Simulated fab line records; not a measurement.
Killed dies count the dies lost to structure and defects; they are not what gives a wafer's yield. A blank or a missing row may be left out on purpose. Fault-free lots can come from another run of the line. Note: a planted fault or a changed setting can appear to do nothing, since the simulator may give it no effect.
Matching of chambers | flow gf180mcu | rie-si-02 running GF_POLY_GATE_ETCH_13: 4 sister chambers
The step etches poly-Si in HBr/Cl2, stops on SiO2, target depth 198.5 nm, time 69.6 s. 14 wafers are shown with their chamber, then 7 later ones without.

== WAFERS WITH THEIR CHAMBER ==
wafer  | chamber | drypump-motor-current-A (A) | oes-product-au (a.u.) | throttle-valve-pct (%)
L684.1 | 3       | 4.8                         | 0.987                 | 33.670
L684.4 | 0       | 4.7                         | 0.982                 | 33.678
L684.5 | 1       | 6.0                         | 0.990                 | 33.680
L685.1 | 1       | 6.1                         | 0.996                 | 33.683
L685.3 | 0       | 4.7                         | 0.994                 | 33.684
L685.6 | 3       | 4.8                         | 0.992                 | 33.679
L690.1 | 2       | 6.4                         | 1.000                 | 33.670
L690.5 | 3       | 4.8                         | 0.986                 | 33.694
L690.6 | 2       | 6.4                         | 0.998                 | 33.673
L692.2 | 3       | 4.8                         | 0.994                 | 33.684
L692.3 | 1       | 6.1                         | 0.987                 | 33.686
L692.4 | 2       | 6.4                         | 0.997                 | 33.686
L693.1 | 2       | 6.4                         | 0.998                 | 33.681
L693.3 | 0       | 4.7                         | 0.989                 | 33.680

SIGNATURES (averages over the wafers above)
reading                 | chamber 0 | chamber 1 | chamber 2 | chamber 3 | scatter within a chamber
drypump-motor-current-A | 4.700     | 6.067     | 6.400     | 4.800     | 0.0258
oes-product-au          | 0.98833   | 0.99100   | 0.99825   | 0.98975   | 0.00405
throttle-valve-pct      | 33.68067  | 33.68300  | 33.67750  | 33.68175  | 0.00706
Rule: a wafer lies at a distance from a chamber equal to the root of the sum of squares, over the readings, of (its reading less the chamber's mean, divided by the reading's scatter). The wafer belongs to the nearest chamber; if the next one is less than 2 further off, it can't be placed. The scatter: take each reading less its chamber's mean, square it, sum over the shown wafers, divide by the number of wafers less the number of chambers, and take the root.

== WAFERS WHOSE CHAMBER IS MISSING ==
wafer  | drypump-motor-current-A (A) | oes-product-au (a.u.) | throttle-valve-pct (%)
L693.5 | 6.4                         | 0.996                 | 33.669
L694.1 | 4.8                         | 0.993                 | 33.685
L694.2 | 4.7                         | 0.986                 | 33.676
L694.5 | 6.1                         | 0.985                 | 33.683
L702.2 | 6.4                         | 1.002                 | 33.679
L702.3 | 4.8                         | 0.979                 | 33.685
L702.5 | 4.7                         | 0.983                 | 33.692

== EACH ONE'S CHAMBER ==
wafer  | from the rows above     | in truth
L693.5 | 2                       | 2
L694.1 | 3                       | 3
L694.2 | 0                       | 0
L694.5 | 1                       | 1
L702.2 | 2                       | 2
L702.3 | can't be placed: 3 or 0 | 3
L702.5 | 0                       | 0
Placed correctly: 6 of 7. Not placeable from these rows: 1 (in 1, the candidates include the true chamber). Wrongly placed: 0.
